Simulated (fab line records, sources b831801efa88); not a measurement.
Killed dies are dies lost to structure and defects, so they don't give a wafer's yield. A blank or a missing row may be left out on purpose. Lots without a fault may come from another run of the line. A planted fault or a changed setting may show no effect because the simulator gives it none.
fab line records | flow sfq_line
record lots=7 wafers=21 last_day=95
route steps=325 shown M0@32 I0@43 M1@58 I1@73 M8@325
lots that met no fault: from a run of the same line without faults
start_h: hours from the record's first day to the start of the lot's first wafer shown | wait_h: hours since the lot's step before | " the same as in the row above | L1.1+2: a row that stands for several wafers | - no value, or no start given | * or withheld: withheld | < > ~ a bound
route shown NAME@n: a module of which the file shows steps, and the number in the route of the first | usual: mean/standard deviation of fault-free wafers | same: alike in all rows | chamber/n: place in a boat | sites: the reading at each site | _std_site: their standard deviation | _edge_site: outer sites' mean less inner sites' | radius_mm: how far each site lies from the wafer's centre | mask NAME#n: copy n | behind: the tool/chamber that last shaped the wafer | hold: why the lot was held/for how many hours/how that ended | device: the transistor (n, p or np) that didn't switch | end of line: the same wafers' tests at the end of the route | a step without rows: its recipe alone | killed: dies lost to structure and defects at the first sort, not the wafer's yield | map: a wafer's dies, x killed, . not, _ none there
set.NAME: the setting as run; set.NAME@STEP: as run at that earlier step | model.NAME: the simulator's own value behind a step, which no gauge read
lots at some steps of the route; a table a step, a row a wafer
services: from which hour (start_h, from the record's first day; less than 0 if before it) a tool's chamber was out of use, for how many hours, and why
## steps
# step SFQ_TRILAYER_M0_LITHO_COAT_026
# recipe resist=BARC spin_rpm=3000 resist_thk_nm=62
# step SFQ_TRILAYER_M0_LITHO_COAT_021
# recipe resist=KrF spin_rpm=3000 resist_thk_nm=600
# step SFQ_TRILAYER_M0_LITHO_SOFTBAKE_025
# recipe temp_c=withheld time_s=withheld resist=KrF
# step SFQ_TRILAYER_M0_LITHO_EXPOSE_022
# recipe mask_id=M0 na=0.6 source_shape=conventional sigma_outer=0.65 target_cd_nm=500 dose_mj=14.4
# step SFQ_TRILAYER_M0_LITHO_PEB_024
# recipe peb_temp_c=115 peb_time_s=60 resist=KrF
# step SFQ_TRILAYER_M0_LITHO_DEVELOP_023
# recipe time_s=60 resist=KrF
# step SFQ_M0_OVL_MEAS_906
# usual M0_OVL=-4/4.9
# columns lot.wafer tool chamber start_h wait_h M0_OVL[nm]
L591.2 overlay-01 - 246.16 0.1 -5
L591.3 " - " " -12
L591.5 " - " " -9
L601.2 overlay-02 - 289.36 0.1 -3
L601.5 " - " " -10
L601.6 " - " " 0
L603.3 overlay-02 - 294.17 0.1 1
L603.4 " - " " 8
L603.5 " - " " 6
L604.3 overlay-01 - 305.72 0.1 -3
L604.4 " - " " -3
L604.5 " - " " -4
L607.3 overlay-02 - 450.62 0.1 -14
L607.4 " - " " -9
L607.6 " - " " -7
L610.1 overlay-01 - 495.19 0.1 -4
L610.2 " - " " -1
L610.5 " - " " -2
L611.2 overlay-02 - 498.80 0.1 -9
L611.4 " - " " -10
L611.5 " - " " -2
# step SFQ_TRILAYER_M0_BARC_OPEN_METAL_ETCH_031
# recipe mask_material=PR chemistry=O2 target_depth_nm=125 target=BARC icp_w=600 bias_w=80 pressure_mtorr=10 time_s=41.7
# usual drypump_motor_current_A=5.8/0.42 oes_product_au=0.686/0.0047
# columns lot.wafer tool chamber start_h wait_h drypump_motor_current_A oes_product_au rf_hours_counter_h
L591.2 rie_metal-02 1 246.21 0.0 6.2 0.690 -
L591.3 " 1 " " 6.2 0.689 -
L591.5 " 1 " " 6.2 0.684 -
L601.2 rie_metal-02 0 289.39 0.0 5.4 0.691 11
L601.5 " 1 " " 6.2 0.688 -
L601.6 " 0 " " 5.4 0.692 -
L603.3 rie_metal-04 0 294.21 0.0 6.2 0.686 -
L603.4 " 1 " " 6.1 0.683 -
L603.5 " 0 " " 6.2 0.689 -
L604.3 rie_metal-03 0 305.76 0.0 5.4 0.687 -
L604.4 " 1 " " 5.3 0.681 -
L604.5 " 0 " " 5.4 0.684 -
L607.3 rie_metal-02 1 450.67 0.0 6.3 0.680 -
L607.4 " 0 " " 5.4 0.682 -
L607.6 " 0 " " 5.4 0.676 -
L610.1 rie_metal-02 0 495.23 0.0 5.4 0.675 42
L610.2 " 1 " " 6.3 0.694 138
L610.5 " 1 " " 6.3 0.693 -
L611.2 rie_metal-04 1 498.83 0.0 6.0 0.687 98
L611.4 " 0 " " 6.2 0.683 -
L611.5 " 1 " " 6.0 0.681 -
# step SFQ_TRILAYER_M0_ETCH_METAL_ETCH_024
# recipe target=Nb stop_on=SiO2 mask_material=PR chemistry=Cl2/Ar target_depth_nm=240 icp_w=600 bias_w=80 pressure_mtorr=10 time_s=120
# step SFQ_TRILAYER_M0_STRIP_STRIP_025
# recipe gas=O2 power_w=200 platen_temp_c=40 overash_fraction=0.65 chemistry=O2 pressure_mtorr=50
# step SFQ_TRILAYER_M0_STRIP_SOLV_CLEAN_026
# recipe chemistry=NMP temp_c=70 time_s=600
# step SFQ_TRILAYER_I0_DEP_PECVD_027
# recipe material=SiO2 temp_c=150 time_s=111.11 pressure_torr=2.4 rf_w=183.3 precursor=SiH4/N2O target_thk_nm=500
# step SFQ_TRILAYER_I0_CMP_CMP_028
# recipe material=SiO2 down_force_psi=3 platen_rpm=60 pad_velocity_m_s=0.94248
# usual head_pressure_psi=3.001/0.0062 motor_current_A=10.1/1 time_to_endpoint_s=216/7.7
# columns lot.wafer tool chamber start_h wait_h head_pressure_psi motor_current_A time_to_endpoint_s model.SiO2_of_TRILAYER_I0_DEP_PECVD_027.thk_nm
L591.3 cmp-01 3 253.22 5.2 3.002 9.4 213 200.7
L591.2 " 0 " " 3.011 10.6 219 201
L591.5 " 3 255.22 7.2 2.997 9.0 218 200.6
L601.2 cmp-01 3 291.47 1.1 3.008 9.5 209 199.8
L601.5 " 1 292.47 2.0 2.996 11.0 179 249.3
L601.6 " 2 " " 3.003 9.8 174 248
L603.4 cmp-01 3 295.73 0.5 2.989 9.0 215 200.1
L603.3 " 0 " " 2.990 10.9 215 200.6
L603.5 " 3 297.73 2.5 2.987 9.2 190 249.4
L604.4 cmp-01 1 306.78 0.0 2.985 10.7 215 201
L604.3 " 0 308.28 1.5 3.001 10.5 211 201.2
L604.5 " 2 309.28 2.5 3.009 10.2 175 250.4
L607.3 cmp-01 1 452.37 0.7 3.015 10.8 219 200.8
L607.4 " 0 453.87 2.2 3.018 10.8 216 200.3
L607.6 " 2 454.87 3.2 3.003 9.7 212 198.8
L610.1 cmp-02 3 502.21 6.0 2.996 11.9 216 200.2
L610.2 " 2 503.71 7.5 3.000 8.7 216 201.3
L610.5 " 3 " " 3.001 11.7 217 199.1
L611.4 cmp-01 3 505.21 5.3 2.997 9.4 216 200.2
L611.2 " 0 " " 2.999 10.7 215 200
L611.5 " 1 " " 3.001 11.1 216 201
# step SFQ_I0_BOW_MEAS_907
# recipe mode=bow
# usual I0_BOW=1/7.9
# columns lot.wafer tool chamber start_h wait_h I0_BOW[um]
L591.2 film_metro-04 - 256.24 2.0 0
L591.3 " - " " 8
L591.5 " - " " 3
L601.2 film_metro-03 - 293.49 1.5 4
L601.5 " - " " -2
L601.6 " - " " 6
L601.2 film_metro-03 - 294.81 1.3 -
L601.5 " - " " -
L601.6 " - " " -
L603.3 film_metro-01 - 298.27 1.5 -1
L603.4 " - " " 7
L603.5 " - " " 11
L603.3 film_metro-01 - 299.59 1.3 -
L603.4 " - " " -
L603.5 " - " " -
L604.3 film_metro-01 - 309.82 1.0 8
L604.4 " - " " -19
L604.5 " - " " -14
L604.3 film_metro-01 - 311.14 1.3 -
L604.4 " - " " -
L604.5 " - " " -
L607.3 film_metro-01 - 455.41 2.5 -6
L607.4 " - " " 7
L607.6 " - " " 13
L610.1 film_metro-03 - 505.21 2.5 -9
L610.2 " - " " 4
L610.5 " - " " -4
L611.2 film_metro-04 - 507.23 1.0 3
L611.4 " - " " -10
L611.5 " - " " 4
# step SFQ_TRILAYER_I0_METRO_MEASURE_029
# usual thk_nm=200.2/1.1
# columns lot.wafer tool chamber start_h wait_h thk_nm
L591.2 film_metro-04 - 256.54 0.3 201.0
L591.3 " - " " 200.6
L591.5 " - " " 200.7
L601.2 film_metro-04 - 298.13 3.3 199.8
L601.5 " - " " 249.4
L601.6 " - " " 247.9
L601.2 film_metro-04 - 299.50 1.2 199.8
L601.5 " - " " 249.2
L601.6 " - " " 248.0
L603.3 film_metro-04 - 303.19 3.6 200.7
L603.4 " - " " 200.1
L603.5 " - " " 249.1
L603.3 film_metro-04 - 304.55 1.2 200.5
L603.4 " - " " 200.2
L603.5 " - " " 249.5
L604.3 film_metro-01 - 316.87 5.7 201.4
L604.4 " - " " 201.2
L604.5 " - " " 250.3
L604.3 film_metro-01 - 318.24 1.2 201.2
L604.4 " - " " 201.1
L604.5 " - " " 250.3
L607.3 film_metro-01 - 455.89 0.5 200.9
L607.4 " - " " 200.3
L607.6 " - " " 198.9
L610.1 film_metro-03 - 505.33 0.1 200.1
L610.2 " - " " 201.3
L610.5 " - " " 199.2
L611.2 film_metro-04 - 507.53 0.3 200.0
L611.4 " - " " 200.2
L611.5 " - " " 201.1
# step SFQ_TRILAYER_I0_VIA_LITHO_COAT_036
# recipe resist=BARC spin_rpm=3000 resist_thk_nm=62
# step SFQ_TRILAYER_I0_VIA_LITHO_COAT_031
# recipe resist=KrF spin_rpm=3000 resist_thk_nm=650
# step SFQ_TRILAYER_I0_VIA_LITHO_SOFTBAKE_035
# recipe temp_c=withheld time_s=withheld resist=KrF
# step SFQ_TRILAYER_I0_VIA_LITHO_EXPOSE_032
# recipe mask_id=I0 na=0.6 source_shape=conventional sigma_outer=0.65 target_cd_nm=500 dose_mj=21.3
# step SFQ_TRILAYER_I0_VIA_LITHO_PEB_034
# recipe peb_temp_c=115 peb_time_s=60 resist=KrF
# step SFQ_TRILAYER_I0_VIA_LITHO_DEVELOP_033
# recipe time_s=60 resist=KrF
# step SFQ_I0_OVL_MEAS_908
# usual I0_OVL=1/6
# columns lot.wafer tool chamber start_h wait_h I0_OVL[nm]
L591.2 overlay-01 - 382.67 0.1 -5
L591.3 " - " " 4
L591.5 " - " " 3
L601.2 overlay-01 - 404.27 0.1 6
L601.5 " - " " 10
L601.6 " - " " 6
L603.3 overlay-01 - 443.87 0.1 6
L603.4 " - " " -3
L603.5 " - " " 1
L604.3 overlay-02 - 449.42 0.1 2
L604.4 " - " " -2
L604.5 " - " " 9
L607.3 overlay-01 - 469.91 0.1 -5
L607.4 " - " " -2
L607.6 " - " " 4
L610.1 overlay-02 - 660.46 0.1 3
L610.2 " - " " 0
L610.5 " - " " 2
L611.2 overlay-02 - 668.99 0.1 5
L611.4 " - " " 1
L611.5 " - " " 0
# step SFQ_TRILAYER_I0_VIA_BARC_OPEN_VIA_ETCH_046
# recipe mask_material=PR chemistry=O2 target_depth_nm=125 target=BARC source_w=500 bias_w=80 pressure_mtorr=30 time_s=41.7
# step SFQ_TRILAYER_I0_VIA_ETCH_VIA_ETCH_034
# recipe target=SiO2 stop_on=Nb mask_material=PR taper_deg=20 chemistry=CHF3 target_depth_nm=260 source_w=500 bias_w=80 pressure_mtorr=30 time_s=withheld
# usual drypump_motor_current_A=5.66/0.28 oes_product_au=0.855/0.0051
# columns lot.wafer tool chamber start_h wait_h drypump_motor_current_A oes_product_au model.etch.depth_nm model.I0.feature_depth_nm
L591.2 rie_diel-01 0 382.74 0.0 5.39 0.855 201 201
L591.3 " 3 " " 5.68 0.856 200.7 200.7
L591.5 " 2 " " 6.05 0.849 200.6 200.6
L601.2 rie_diel-03 3 404.34 0.0 5.92 0.863 199.8 199.8
L601.5 " 2 " " 5.55 0.980 249.3 249.3
L601.6 " 3 " " 5.96 0.964 248 248
L603.3 rie_diel-03 3 443.94 0.0 5.91 0.855 200.6 200.6
L603.4 " 2 " " 5.53 0.855 200.1 200.1
L603.5 " 0 " " 5.66 0.972 249.4 249.4
L604.3 rie_diel-02 1 449.49 0.0 5.87 0.855 201.2 201.2
L604.4 " 0 " " 5.60 0.856 201 201
L604.5 " 2 " " 5.11 0.966 250.4 250.4
L607.3 rie_diel-02 3 469.97 0.0 6.02 0.860 200.8 200.8
L607.4 " 1 " " 5.96 0.850 200.3 200.3
L607.6 " 2 " " 5.12 0.857 198.8 198.8
L610.1 rie_diel-03 2 660.53 0.0 5.54 0.856 200.2 200.2
L610.2 " 3 " " 5.92 0.866 201.3 201.3
L610.5 " 2 " " 5.54 0.859 199.1 199.1
L611.2 rie_diel-03 0 669.06 0.0 5.67 0.855 200 200
L611.4 " 0 " " 5.68 0.847 200.2 200.2
L611.5 " 3 " " 5.94 0.857 201 201
# step SFQ_TRILAYER_I0_VIA_STRIP_STRIP_035
# recipe gas=O2 power_w=200 platen_temp_c=40 overash_fraction=0.65 chemistry=O2 pressure_mtorr=50
# usual drypump_motor_current_A=5.6/0.33 oes_product_au=1.004/0.0069
# same overash_fraction=0.65
# columns lot.wafer tool chamber start_h wait_h drypump_motor_current_A oes_product_au rf_hours_counter_h
L591.2 rie_metal-03 1 382.85 - 5.3 0.999 7
L591.3 " 0 " " 5.4 1.002 -
L591.5 " 1 " " 5.3 0.996 -
L601.2 rie_metal-01 0 404.45 - 5.8 1.009 51
L601.5 " 1 " " 5.5 1.008 -
L601.6 " 0 " " 5.8 1.001 -
L603.3 rie_metal-01 0 444.25 - 5.9 0.997 -
L603.4 " 1 " " 5.5 1.005 -
L603.5 " 1 " " 5.4 0.996 -
L604.3 rie_metal-03 1 449.80 - 5.3 1.001 -
L604.4 " 0 " " 5.4 1.004 -
L604.5 " 1 " " 5.3 0.988 -
L607.3 rie_metal-01 0 470.28 - 5.9 0.999 -
L607.4 " 1 " " 5.5 1.009 -
L607.6 " 1 " " 5.4 1.012 -
L610.1 rie_metal-03 0 660.65 - 5.4 1.016 48
L610.2 " 1 " " 5.3 1.011 44
L610.5 " 1 " " 5.3 1.005 -
L611.2 rie_metal-02 0 669.17 - 5.4 1.010 65
L611.4 " 1 " " 6.2 0.999 -
L611.5 " 0 " " 5.4 1.005 -
# step SFQ_TRILAYER_I0_VIA_STRIP_SOLV_CLEAN_036
# recipe chemistry=NMP temp_c=70 time_s=600
# step SFQ_TRILAYER_M1_DEP_PRE_CLEAN_038
# recipe gas=Ar time_s=22.5 bias_v=250
# columns lot.wafer tool chamber start_h wait_h model.SiO2_of_TRILAYER_I0_DEP_PECVD_027.thk_nm
L591.2 pvd_sputter-05 - 383.62 0.0 193.5
L591.3 " - " " 193.2
L591.5 " - " " 193.1
L601.2 pvd_sputter-04 - 405.22 0.0 192.3
L601.5 " - " " 241.8
L601.6 " - " " 240.5
L603.3 pvd_sputter-04 - 444.82 0.0 193.1
L603.4 " - " " 192.6
L603.5 " - " " 241.9
L604.3 pvd_sputter-06 - 450.37 0.0 193.7
L604.4 " - " " 193.5
L604.5 " - " " 242.9
L607.3 pvd_sputter-06 - 470.86 0.0 193.3
L607.4 " - " " 192.8
L607.6 " - " " 191.3
L610.1 pvd_sputter-05 - 661.44 0.0 192.7
L610.2 " - " " 193.8
L610.5 " - " " 191.6
L611.2 pvd_sputter-06 - 669.95 0.0 192.5
L611.4 " - " " 192.7
L611.5 " - " " 193.5
# step SFQ_TRILAYER_M1_DEP_SPUTTER_037
# recipe material=Nb base_pressure_pa=1.33e-06 chamber_pressure_pa=0.1333 substrate_temp_c=20 resputter_cathode_voltage_v=400 target_thk_nm=200 power_w=2000 time_s=133.3
# step SFQ_M1_RS_MEAS_909
# recipe thk_meas_gauge=four-point-probe reads=Nb_of_TRILAYER_M1_DEP_SPUTTER_037
# usual M1_NB_RS=0.887/0.0095
# columns lot.wafer tool chamber start_h wait_h M1_NB_RS[ohm/sq]
L591.2 film_metro-02 - 383.76 0.1 0.892
L591.3 " - " " 0.894
L591.5 " - " " 0.901
L601.2 film_metro-01 - 405.36 0.1 0.876
L601.5 " - " " 0.884
L601.6 " - " " 0.880
L603.3 film_metro-03 - 444.98 0.1 0.876
L603.4 " - " " 0.881
L603.5 " - " " 0.877
L604.3 film_metro-01 - 450.53 0.1 0.890
L604.4 " - " " 0.894
L604.5 " - " " 0.905
L607.3 film_metro-01 - 471.02 0.1 0.887
L607.4 " - " " 0.881
L607.6 " - " " 0.898
L610.1 film_metro-03 - 661.56 0.0 0.896
L610.2 " - " " 0.886
L610.5 " - " " 0.897
L611.2 film_metro-01 - 670.09 0.1 0.898
L611.4 " - " " 0.899
L611.5 " - " " 0.904
# step SFQ_TRILAYER_M1_LITHO_COAT_044
# recipe resist=BARC spin_rpm=3000 resist_thk_nm=62
# step SFQ_TRILAYER_M1_LITHO_COAT_039
# recipe resist=KrF spin_rpm=3000 resist_thk_nm=600
# step SFQ_TRILAYER_M1_LITHO_SOFTBAKE_043
# recipe temp_c=withheld time_s=withheld resist=KrF
# step SFQ_TRILAYER_M1_LITHO_EXPOSE_040
# recipe mask_id=M1 na=0.6 source_shape=conventional sigma_outer=0.65 target_cd_nm=500 dose_mj=14.4
# step SFQ_TRILAYER_M1_LITHO_PEB_042
# recipe peb_temp_c=115 peb_time_s=60 resist=KrF
# step SFQ_TRILAYER_M1_LITHO_DEVELOP_041
# recipe time_s=60 resist=KrF
# step SFQ_M1_OVL_MEAS_911
# usual M1_OVL=2/5
# columns lot.wafer tool chamber start_h wait_h M1_OVL[nm]
L591.2 overlay-01 - 427.33 0.1 0
L591.3 " - " " -5
L591.5 " - " " -5
L601.2 overlay-01 - 450.70 0.1 10
L601.5 " - " " 5
L601.6 " - " " 2
L603.3 overlay-02 - 465.11 0.1 5
L603.4 " - " " 7
L603.5 " - " " 2
L604.3 overlay-01 - 466.47 0.1 9
L604.4 " - " " 10
L604.5 " - " " 1
L607.3 overlay-02 - 474.71 0.1 9
L607.4 " - " " 8
L607.6 " - " " 5
L610.1 overlay-02 - 808.09 0.1 2
L610.2 " - " " 6
L610.5 " - " " 4
L611.2 overlay-01 - 816.49 0.1 2
L611.4 " - " " 2
L611.5 " - " " 2
# step SFQ_TRILAYER_M1_BARC_OPEN_METAL_ETCH_054
# recipe mask_material=PR chemistry=O2 target_depth_nm=125 target=BARC icp_w=600 bias_w=80 pressure_mtorr=10 time_s=41.7
# usual drypump_motor_current_A=5.7/0.37 oes_product_au=0.685/0.0042
# columns lot.wafer tool chamber start_h wait_h drypump_motor_current_A oes_product_au rf_hours_counter_h
L591.2 rie_metal-01 0 427.36 0.0 5.9 0.681 54
L591.3 " 0 " " 5.8 0.683 -
L591.5 " 1 " " 5.5 0.685 -
L601.2 rie_metal-01 1 450.73 0.0 5.5 0.676 71
L601.5 " 0 " " 5.9 0.685 -
L601.6 " 1 " " 5.5 0.685 -
L603.3 rie_metal-01 1 465.15 0.0 5.5 0.678 -
L603.4 " 0 " " 5.8 0.683 -
L603.5 " 0 " " 5.8 0.682 -
L604.3 rie_metal-03 0 466.51 0.0 5.4 0.685 -
L604.4 " 1 " " 5.3 0.685 -
L604.5 " 1 " " 5.3 0.692 -
L607.3 rie_metal-04 1 474.75 0.0 6.0 0.686 -
L607.4 " 0 " " 6.2 0.689 -
L607.6 " 0 " " 6.2 0.684 -
L610.1 rie_metal-04 0 808.12 0.0 6.2 0.683 111
L610.2 " 0 " " 6.3 0.684 -
L610.5 " 0 " " 6.2 0.680 -
L611.2 rie_metal-04 0 816.54 0.0 6.2 0.677 -
L611.4 " 0 " " 6.2 0.678 -
L611.5 " 0 " " 6.2 0.685 -
# step SFQ_TRILAYER_M1_ETCH_METAL_ETCH_042
# recipe target=Nb stop_on=SiO2 mask_material=PR chemistry=Cl2/Ar target_depth_nm=240 icp_w=600 bias_w=80 pressure_mtorr=10 time_s=120
# usual drypump_motor_current_A=5.7/0.37 oes_product_au=0.897/0.0068
# columns lot.wafer tool chamber start_h wait_h drypump_motor_current_A oes_product_au rf_hours_counter_h
L591.2 rie_metal-01 0 427.42 0.0 5.8 0.890 54
L591.3 " 0 " " 5.9 0.893 -
L591.5 " 1 " " 5.4 0.888 -
L601.2 rie_metal-01 1 450.79 0.0 5.5 0.897 71
L601.5 " 0 " " 5.9 0.896 -
L601.6 " 1 " " 5.5 0.897 -
L603.3 rie_metal-01 1 465.23 0.1 5.5 0.905 -
L603.4 " 0 " " 5.9 0.905 -
L603.5 " 0 " " 5.9 0.900 -
L604.3 rie_metal-03 0 466.59 0.1 5.3 0.895 -
L604.4 " 1 " " 5.3 0.885 -
L604.5 " 1 " " 5.3 0.889 -
L607.3 rie_metal-04 1 474.83 0.1 6.1 0.899 -
L607.4 " 0 " " 6.2 0.900 -
L607.6 " 0 " " 6.2 0.883 -
L610.1 rie_metal-04 0 808.24 0.1 6.2 0.893 111
L610.2 " 0 " " 6.2 0.900 -
L610.5 " 0 " " 6.2 0.888 -
L611.2 rie_metal-04 0 816.68 0.1 6.3 0.898 -
L611.4 " 0 " " 6.3 0.889 -
L611.5 " 0 " " 6.3 0.889 -
# step SFQ_TRILAYER_M1_STRIP_STRIP_043
# recipe gas=O2 power_w=200 platen_temp_c=40 overash_fraction=0.65 chemistry=O2 pressure_mtorr=50
# step SFQ_TRILAYER_M1_STRIP_SOLV_CLEAN_044
# recipe chemistry=NMP temp_c=70 time_s=600
# step SFQ_TRILAYER_I1_DEP_PECVD_045
# recipe material=SiO2 temp_c=150 time_s=111.11 pressure_torr=2.4 rf_w=183.3 precursor=SiH4/N2O target_thk_nm=500
# usual heater_power_w=77/13 throttle_valve_pct=25.1/1.5
# columns lot.wafer tool chamber start_h wait_h heater_power_w throttle_valve_pct
L591.2 pecvd-01 2 428.33 0.0 90 25.3
L591.3 " 0 " " 76 25.3
L591.5 " 1 " " 86 26.4
L601.2 pecvd-01 1 451.69 0.0 75 26.4
L601.5 " 0 " " 84 25.6
L601.6 " 2 " " 86 25.7
L603.3 pecvd-01 2 466.13 0.0 85 25.4
L603.4 " 1 " " 75 26.3
L603.5 " 1 " " 80 26.2
L604.3 pecvd-03 1 467.49 0.0 94 27.6
L604.4 " 2 " " 57 26.1
L604.5 " 2 " " 60 26.0
L607.3 pecvd-04 1 475.69 0.0 82 23.4
L607.4 " 1 " " 85 23.1
L607.6 " 0 " " 73 22.9
L610.1 pecvd-03 0 809.87 0.0 78 24.1
L610.2 " 1 " " 93 27.6
L610.5 " 1 " " 93 27.6
L611.2 pecvd-04 1 818.27 0.0 82 23.9
L611.4 " 1 " " 86 24.4
L611.5 " 2 " " 74 24.8
# step SFQ_M8_BOW_MEAS_951
# recipe mode=bow
# usual M8_BOW=8/12
# columns lot.wafer tool chamber start_h wait_h M8_BOW[um] model.etest.i0.link_ohm
L591.2 film_metro-03 - 2019.17 0.0 4 1.989
L591.3 " - " " 9 1.974
L591.5 " - " " 5 1.985
L601.2 film_metro-03 - 2130.86 0.0 6 1.982
L601.5 " - " " 0 2.014
L601.6 " - " " 8 2.022
L603.3 film_metro-03 - 2143.01 0.0 8 1.929
L603.4 " - " " 17 1.943
L603.5 " - " " 21 1.981
L604.3 film_metro-01 - 2147.81 0.0 12 1.972
L604.4 " - " " -15 1.992
L604.5 " - " " -9 2.049
L607.3 film_metro-01 - 2235.06 0.0 9 1.971
L607.4 " - " " 23 1.953
L607.6 " - " " 29 1.965
L610.1 film_metro-04 - 2271.23 0.0 -14 1.975
L610.2 " - " " -3 1.964
L610.5 " - " " -10 1.981
L611.2 film_metro-01 - 2272.63 0.0 1 1.978
L611.4 " - " " -14 1.968
L611.5 " - " " 1 1.961
## services
# columns tool chamber start_h hours kind
rie_metal-01 - 222.32 0.2 repair
cmp-01 - 240.83 5.4 pm
cmp-01 - 246.22 4.0 pm
film_metro-04 - 248.16 0.8 pm
cmp-01 - 270.11 4.4 repair
cmp-01 - 334.97 2.5 repair
rie_metal-03 0 341.89 26.5 repair
cmp-01 - 348.84 4.2 repair
cmp-01 - 352.47 0.2 repair
film_metro-04 - 356.10 1.0 pm
cmp-01 - 362.99 4.1 repair
cmp-01 - 393.05 11.7 repair
cmp-01 - 402.93 8.5 repair
cmp-01 - 411.62 1.2 repair
film_metro-04 - 418.08 0.3 pm
cmp-01 - 426.37 0.3 repair
film_metro-04 - 458.21 1.5 pm
cmp-01 - 478.08 8.1 pm
rie_metal-03 - 480.36 1.3 repair
rie_metal-01 1 480.73 7.6 repair
rie_metal-03 - 481.62 2.8 pm
rie_metal-04 1 493.02 3.1 repair
rie_metal-01 1 654.39 5.0 repair
rie_metal-04 0 657.09 4.5 repair
## key
first_sign step=SFQ_TRILAYER_I0_CMP_CMP_028 reading=time_to_endpoint_s direction=down sigmas=4.7 usual=* struck=*
effect step=SFQ_I0_BOW_MEAS_907 reading=visit direction=added
effect step=SFQ_TRILAYER_I0_METRO_MEASURE_029 reading=visit direction=added
effect step=SFQ_TRILAYER_I0_METRO_MEASURE_029 reading=thk_nm direction=up sigmas=46 usual=200.2 struck=249.2
effect step=SFQ_TRILAYER_I0_VIA_ETCH_VIA_ETCH_034 reading=oes_product_au direction=up sigmas=22 usual=0.855 struck=0.971
model_effect step=SFQ_TRILAYER_I0_CMP_CMP_028 value=SiO2_of_TRILAYER_I0_DEP_PECVD_027.thk_nm without=199.3 struck=249.3
model_effect step=SFQ_TRILAYER_I0_VIA_ETCH_VIA_ETCH_034 value=etch.depth_nm without=199.3 struck=249.3
model_effect step=SFQ_TRILAYER_M1_DEP_PRE_CLEAN_038 value=SiO2_of_TRILAYER_I0_DEP_PECVD_027.thk_nm without=191.8 struck=241.8
model_effect step=SFQ_M8_BOW_MEAS_951 value=etest.i0.link_ohm without=1.969 struck=2.017
met_at SFQ_TRILAYER_I0_CMP_CMP_028
struck_wafers L601.5,L601.6,L603.5,L604.5
onset_between 253.22 291.47
fault kind=process_parameter_drift tool=cmp-01 chamber=- onset_h=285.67 steps=SFQ_TRILAYER_I0_CMP_CMP_028 channel=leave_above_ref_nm offset=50 shape=step end_h=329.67 scope=struck_wafers_only acts_in=these_recipes_only stated=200
